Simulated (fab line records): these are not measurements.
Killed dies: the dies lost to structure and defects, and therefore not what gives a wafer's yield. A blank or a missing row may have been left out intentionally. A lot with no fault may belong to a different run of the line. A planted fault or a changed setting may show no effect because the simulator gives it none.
Struck lot and sound lot, side by side	flow sky130	38 out of 708 route steps
Sound: wafers L808.2, L808.3, L808.6. The struck wafers were L804.1, L804.2, L804.3. The cause comes at the end.
At each step with rows: each side's tool, then ch and its chambers, then its first start. Under that, the readings that differ: sound wafers	struck wafers	difference of the means	sigmas: that difference in standard deviations of wafers without a fault.
alike: readings whose means differ by less than 2 such deviations, and words and numbers that are the same on both sides. not compared: withheld readings, readings that some wafer has no value for, bounds like >300 that may hide the same value, and numbers for which the record gives no deviation and whose values overlap.
The two part at a step that has a row with sigmas, a row that says differs or no value, or rows on one side only. Numbers that have no deviation but don't overlap get no sigmas and don't part them. Lack of a reading on every wafer of one side parts them only where that side has two or more wafers.

first, 9 steps without rows for these wafers: SKY_VIA3_SPUTTER_20 (material TiN, target thk 20 nm, time 80 s); SKY_VIA3_CVD_21 (deposits W, target thk 390 nm, time 117.31 s); SKY_VIA3_CMP_24 (polishes, stops on SiO2, t overpolish 20 s, target thk 0 nm); SKY_METAL4_SPUTTER_00 (material Ti, target thk 15 nm, time 10 s); SKY_METAL4_SPUTTER_01 (material TiN, target thk 20 nm, time 16.7 s); SKY_METAL4_SPUTTER_02 (material AlCu, target thk 735 nm, time 39.1 s); SKY_METAL4_SPUTTER_03 (material Ti, target thk 5 nm, time 3.3 s); SKY_METAL4_SPUTTER_04 (material TiN, target thk 70 nm, time 58.3 s); SKY_CAP2M_CVD_00 (deposits SiO2, target thk 15.5 nm).
SKY_CAP2M_SPUTTER_02: material TiN, target thk 200 nm, time 166.7 s.
  struck on pvd_sputter-02, day 45 13:27; sound on pvd_sputter-03, day 46 12:54
reading	sound	struck	difference	sigmas
chamber_pressure_pa (Pa)	0.4001 0.4010 0.4000	0.5341 0.5346 0.5312	+0.1329	+99 or more
throttle_valve_pct (%)	30.7 26.4 30.4	26.6 27.0 26.0	-2.6	-2
model.TiN_of_CAP2M_SPUTTER_02.thk_nm (nm)	201.1 203.1 200.1	190.7 190.2 187.9	-11.8	
SKY_CAP2M_RS_MEAS_03: measurement is done with a four-point probe.
  struck on film_metro-01, day 45 13:34; sound on film_metro-03, day 46 13:02
reading	sound	struck	difference	sigmas
CAP2M_TIN_RS (ohm/sq)	6.88 6.81 6.91	7.25 7.27 7.35	+0.42	+5
SKY_CAP2M_THK_MEAS_04: measures by xrf.
  struck on film_metro-01, day 45 13:41; sound on film_metro-03, day 46 13:08
reading	sound	struck	difference	sigmas
CAP2M_TIN_THK (nm)	201.1 203.1 199.8	190.5 190.2 188.2	-11.7	-5
then, 7 steps without rows for these wafers: SKY_CAP2M_DEHYDRATE_05 (time 60 s); SKY_CAP2M_HMDS_06 (prime time 60 s); SKY_CAP2M_COAT_07 (resist thk 1140 nm); SKY_CAP2M_SOFTBAKE_08 (time 60 s); SKY_CAP2M_EXPOSE_09 (exposes mask CAP2M, target cd 1000 nm); SKY_CAP2M_PEB_10; SKY_CAP2M_DEVELOP_11 (develop time 60 s).
SKY_CAP2M_METAL_ETCH_13: etches TiN in Cl2/BCl3, stops on SiO2, target depth 220 nm, time 62.9 s.
  sound on rie_metal-01 ch 0,1, day 47 08:41; struck on rie_metal-02 ch 0,1, day 46 11:04
reading	sound	struck	difference	sigmas
oes_product_au (a.u.)	0.937 0.950 0.942	0.918 0.909 0.908	-0.031	-4
throttle_valve_pct (%)	21.899 21.890 21.895	21.918 21.920 21.916	+0.023	+3
model.CAP2M.feature_depth_nm (nm)	201.1 203.1 200.1	190.7 190.2 187.9	-11.8	
model.etch.depth_nm (nm)	201.1 203.1 200.1	190.7 190.2 187.9	-11.8	
  alike: drypump_motor_current_A
  not compared: rf_hours_counter_h
then, 16 steps without rows for these wafers: SKY_CAP2M_STRIP_14 (strips in O2/N2); SKY_CAP2M_STRIP_15 (strips in post etch residue remover, time 1200 s); SKY_CAP2M_CLEAN_16 (cleans in IPA, time 180 s); SKY_CAP2M_CLEAN_17 (cleans in O3/DIW); SKY_METAL4_DEHYDRATE_05 (time 60 s); SKY_METAL4_HMDS_06 (prime time 60 s); SKY_METAL4_COAT_07 (resist thk 60 nm); SKY_METAL4_COAT_08 (resist thk 1140 nm); SKY_METAL4_SOFTBAKE_09 (time 90 s); SKY_METAL4_EXPOSE_10 (exposes mask MM4, target cd 300 nm); SKY_METAL4_PEB_11; SKY_METAL4_DEVELOP_12 (develop time 60 s); SKY_METAL4_DESCUM_15 (chemistry O2, time 8 s); SKY_METAL4_ETCH_16 (etches BARC in N2/H2, stops on SiO2, time 88.2 s, target depth 60 nm); SKY_METAL4_ETCH_17 (etches SiO2 in C4F8/O2/Ar, stops on TiN, time 3.9 s, target depth 15 nm); SKY_METAL4_METAL_ETCH_18 (etches the open film in Cl2/BCl3, stops on SiO2, target depth 845 nm, time 183.1 s).
SKY_METAL4_STRIP_20: strips in post etch residue remover, time 1200 s.
  sound on wet_bench-02 ch 1, day 48 05:40; struck on wet_bench-03 ch 0, day 47 08:38
reading	sound	struck	difference	sigmas
model.TiN_of_CAP2M_SPUTTER_02.thk_nm (nm)	200.2 202.2 199.2	189.9 189.3 187.1	-11.8	
-- the record jumps here: 3 days lie between the struck wafers' starts before and after (it left off in module METAL4 and takes up again in module PAD_OPEN, whose first step shown is number 708 of the route) --
SKY_PAD_OPEN_PROBE_99:
  struck on prober-02, day 50 17:14; sound on prober-02, day 51 09:29
reading	sound	struck	difference	sigmas
model.etest.cap_mim2.plate_ohm_sq	5.951 5.915 5.971	6.289 6.31 6.436	+0.399	
  alike: defect_limited_yield, killed_at_M0_to_M3, killed_at_M4_up, killed_at_contacts, killed_at_front_end, killed_at_other, killed_dies, killed_on_rim, killed_open, killed_short

## WHERE THEY PART
Last at SKY_CAP2M_METAL_ETCH_13 as far as this record goes, first at SKY_CAP2M_SPUTTER_02. Later steps at which nothing parts them and some readings are alike: SKY_PAD_OPEN_PROBE_99.

WHY: what the simulator had put in
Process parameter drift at SKY_CAP2M_SPUTTER_02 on pvd_sputter-02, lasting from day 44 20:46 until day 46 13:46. From 0.4, the setting chamber_pressure_pa moved by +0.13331. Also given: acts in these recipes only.
